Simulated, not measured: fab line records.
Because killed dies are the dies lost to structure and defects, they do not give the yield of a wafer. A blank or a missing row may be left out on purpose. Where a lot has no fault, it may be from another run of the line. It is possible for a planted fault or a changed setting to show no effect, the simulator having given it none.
What tool caused it? -- flow gf180mcu -- 15 lots with 39 wafers sampled at 3 steps, on a route of 602 steps

## WHAT EACH GAUGE READ, for each wafer
GF_M2_OVL_MEAS_15. Usual: for M2_OVL the level is 2 nm and the standard deviation is 6.
lot,measured,on,M2_OVL (nm),flag
L316,day 19 11:05,overlay-01,8 -2 9,
L317,day 19 21:01,overlay-02,-3 -3 -4,
L319,day 20 16:10,overlay-02,10 -1 7,
L320,day 21 08:01,overlay-02,-9 -5 -7,
L321,day 21 15:37,overlay-02,1 -2 5,
L323,day 22 09:55,overlay-02,13 8 0,
L325,day 23 08:46,overlay-02,1 3 -5,
L327,day 23 15:40,overlay-02,2 8 -1,
L328,day 23 23:01,overlay-02,4 4 5,
L330,day 24 15:43,overlay-02,-5 1 2,
L332,day 25 01:41,overlay-01,9,
L333,day 25 12:23,overlay-02,5,
L334,day 25 23:31,overlay-01,7 18 10,
L336,day 26 13:59,overlay-02,-3,
L337,day 26 23:29,overlay-02,-1 1 2,

GF_M3_RS_MEAS_05: the measuring method here is four-point-probe. Usual: for M3_ALCU_RS the level is 0.0692 ohm/sq and the standard deviation is 0.00068.
lot,measured,on,M3_ALCU_RS (ohm/sq),flag
L316,day 20 14:05,film metro-02,0.0691 0.0702 0.0692,
L317,day 20 23:50,film metro-02,0.0686 0.0694 0.0699,
L319,day 21 19:37,film metro-04,0.0694 0.0695 0.0686,
L320,day 22 10:52,film metro-01,0.0691 0.0688 0.0699,
L321,day 22 18:09,film metro-04,0.0706 0.0699 0.0697,
L323,day 23 12:01,film metro-02,0.0706 0.0698 0.0688,
L325,day 24 10:32,film metro-04,0.0707 0.0707 0.0708,
L327,day 24 17:04,film metro-02,0.0679 0.0676 0.0684,
L328,day 24 23:26,film metro-04,0.0698 0.0693 0.0701,
L330,day 25 17:14,film metro-01,0.0689 0.0695 0.0687,
L332,day 26 02:32,film metro-02,0.0694,
L333,day 26 12:40,film metro-02,0.0693,
L334,day 26 22:37,film metro-04,0.0688 0.0690 0.0692,
L336,day 27 13:40,film metro-01,0.0702,
L337,day 27 22:31,film metro-01,0.0681 0.0686 0.0677,

## WHAT TOOL EACH LOT RAN ON (gives the tool, then ch and the chambers of the sampled wafers, and finally the start)
lot,GF_V2_SPUTTER_21
L316,"pvd sputter-03, day 20 13:10"
L317,"pvd sputter-04, day 20 22:54"
L319,"pvd sputter-01, day 21 18:42"
L320,"pvd sputter-03, day 22 09:56"
L321,"pvd sputter-03, day 22 17:13"
L323,"pvd sputter-04, day 23 11:06"
L325,"pvd sputter-03, day 24 09:34"
L327,"pvd sputter-04, day 24 16:07"
L328,"pvd sputter-03, day 24 22:30"
L330,"pvd sputter-04, day 25 16:18"
L332,"pvd sputter-03, day 26 01:35"
L333,"pvd sputter-04, day 26 11:40"
L334,"pvd sputter-04, day 26 21:43"
L336,"pvd sputter-03, day 27 12:41"
L337,"pvd sputter-01, day 27 21:36"
- GF_V2_SPUTTER_21: material Ti, target thk 15 nm, time 80.02 s.

## WHAT THE TOOLS THEMSELVES READ (means of the sampled wafers that have a number; where no wafer has one, the mark that the record gives instead)
GF_V2_SPUTTER_21. Usual: throttle valve pct 29.8 %, standard deviation 0.71.
lot,tool,throttle valve pct (%),flag
L316,pvd sputter-03,29.5,
L317,pvd sputter-04,29.4,
L319,pvd sputter-01,31.0,
L320,pvd sputter-03,29.1,
L321,pvd sputter-03,29.5,
L323,pvd sputter-04,29.6,
L325,pvd sputter-03,29.2,
L327,pvd sputter-04,29.6,
L328,pvd sputter-03,29.3,
L330,pvd sputter-04,29.7,
L332,pvd sputter-03,30.2,
L333,pvd sputter-04,29.3,
L334,pvd sputter-04,29.6,
L336,pvd sputter-03,29.2,
L337,pvd sputter-01,30.2,

## THE ANSWER, worked out from the rows above alone
Rule: a lot is off if the mean of its wafers that have a number lies more than 3 standard deviations from the usual mean. A lot without any number at a reading at which 4 lots or more have one is off too. All remaining lots with rows at the step are treated as sound. Order of review: gauges by route order, followed by the tools' own readings, for which a lot's mean as printed above is used. The first step at which some lot is off is used, and at that step the reading that is off furthest; a lot without a number counts as furthest.
No lot is off on any of the readings shown, so nothing can be concluded from this.

## WHAT WAS PUT IN BY THE SIMULATOR
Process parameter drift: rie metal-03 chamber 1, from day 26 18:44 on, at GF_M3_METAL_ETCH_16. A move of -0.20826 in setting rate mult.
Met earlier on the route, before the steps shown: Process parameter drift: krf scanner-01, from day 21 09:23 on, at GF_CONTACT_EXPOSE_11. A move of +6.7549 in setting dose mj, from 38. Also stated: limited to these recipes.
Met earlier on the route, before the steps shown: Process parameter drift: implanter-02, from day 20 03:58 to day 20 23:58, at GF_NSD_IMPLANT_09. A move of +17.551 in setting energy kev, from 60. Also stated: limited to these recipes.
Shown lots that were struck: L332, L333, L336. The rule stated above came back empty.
